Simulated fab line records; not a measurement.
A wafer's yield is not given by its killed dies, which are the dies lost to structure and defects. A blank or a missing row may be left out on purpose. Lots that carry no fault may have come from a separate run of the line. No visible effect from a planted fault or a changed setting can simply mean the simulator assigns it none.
Struck lot and sound lot, side by side    flow gf180mcu    16 steps out of a route of 602
Sound: wafers L483.3, L483.4, L483.5. The struck wafers were L476.3, L476.5, L476.6. At the end, the cause is stated.
Order at every step that has rows: each side's tool, ch and its chambers, its first start. Under that, the readings that differ: sound wafers    struck wafers    difference of the means    sigmas: that difference in standard deviations of wafers without a fault.
alike: readings with means less than 2 such deviations apart, plus words and numbers identical on both sides. not compared: withheld readings, readings lacking a value on some wafer, bounds such as >300 that could conceal the same value, and numbers that have no deviation in the record and whose values overlap.
The two part at a step that has a row with sigmas, a row that says differs or no value, or rows on one side only. Numbers that don't overlap but have no deviation are shown without sigmas and don't part them. A reading that every wafer of one side lacks parts them only if that side has two wafers or more.

first, 3 steps without rows for these wafers: GF_V4_EXPOSE_11 (exposes mask Via4, target cd 260 nm); GF_V4_PEB_12 (peb time 90 s); GF_V4_DEVELOP_13 (develop time 60 s).
GF_V4_CD_MEAS_14: target cd 260 nm.
  struck on cd-sem-02, day 27 23:03; sound on cd-sem-02, day 30 04:21
reading     sound              struck             difference  sigmas
cd-nm (nm)  262.9 261.5 262.8  258.9 260.2 259.4  -2.9        -2
GF_V4_OVL_MEAS_15:
  struck on overlay-01, day 27 23:08; sound on overlay-01, day 30 04:26
  alike: V4_OVL
GF_V4_ETCH_16: etches BARC in N2/H2.
  sound on rie-diel-01 ch 0,1,2, day 30 04:28; struck on rie-diel-03 ch 1,2,3, day 27 23:10
  alike: drypump-motor-current-A, oes-product-au, throttle-valve-pct
GF_V4_ETCH_17: etches SiO2 in C4F8/O2/Ar, stops on TiN, target depth 630 nm.
  sound on rie-diel-01 ch 0,1,2; struck on rie-diel-03 ch 1,2,3
  alike: oes-product-au
GF_V4_STRIP_18: strips in O2/N2.
  sound on plasma-asher-03 ch 0,1, day 30 04:38; struck on plasma-asher-03 ch 0,1, day 27 23:20
  alike: drypump-motor-current-A, heater-power-w, oes-product-au
  not compared: rf-hours-counter-h
then, 2 steps without rows for these wafers: GF_V4_STRIP_19 (strips in post etch residue remover, time 1200 s); GF_V4_CLEAN_20 (cleans in DIW).
GF_V4_SPUTTER_21: material Ti, target thk 15 nm, time 80.02 s.
  struck on pvd-sputter-04, day 27 23:50; sound on pvd-sputter-04, day 30 05:10
  alike: throttle-valve-pct
GF_V4_SPUTTER_22: material TiN, target thk 10 nm, time 40 s.
  struck on pvd-sputter-04, day 27 23:53; sound on pvd-sputter-04, day 30 05:13
  alike: throttle-valve-pct
GF_V4_CVD_23: deposits W, target thk 350 nm, time 104.9 s.
  sound on cvd-w-02 ch 0,1, day 30 05:18; struck on cvd-w-01 ch 0,1, day 27 23:58
  no value came back on the struck wafers for chamber-pressure-Torr (Torr), heater-power-outer-w (W), heater-power-w (W); on the sound wafers chamber-pressure-Torr (Torr) reads 40.07 39.99 40.13
GF_V4_RS_MEAS_24: measures by four-point-probe.
  struck on film-metro-01, day 28 00:05; sound on film-metro-01, day 30 05:25
reading           sound              struck                difference  sigmas
V4_W_RS (ohm/sq)  0.325 0.326 0.327  43.271 43.717 42.974  +42.995     +99 or more
GF_V4_THK_MEAS_25: measures by xrf.
  struck on film-metro-01, day 28 00:11; sound on film-metro-01, day 30 05:31
  not compared: V4_W_THK
GF_V4_CMP_26: polishes, stops on SiO2, t overpolish 15 s, target thk 0 nm.
  sound on cmp-01 ch 1,2,3, day 30 05:36; struck on cmp-01 ch 0,2,3, day 28 00:22
reading                 sound     struck  difference  sigmas
time-to-endpoint-s (s)  85 86 83  3 0 2   -83         -24
  alike: motor-current-A

## WHERE THEY PART
At GF_V4_CD_MEAS_14 first; at GF_V4_CMP_26 last (within this record only).

WHY: the cause the simulator had injected
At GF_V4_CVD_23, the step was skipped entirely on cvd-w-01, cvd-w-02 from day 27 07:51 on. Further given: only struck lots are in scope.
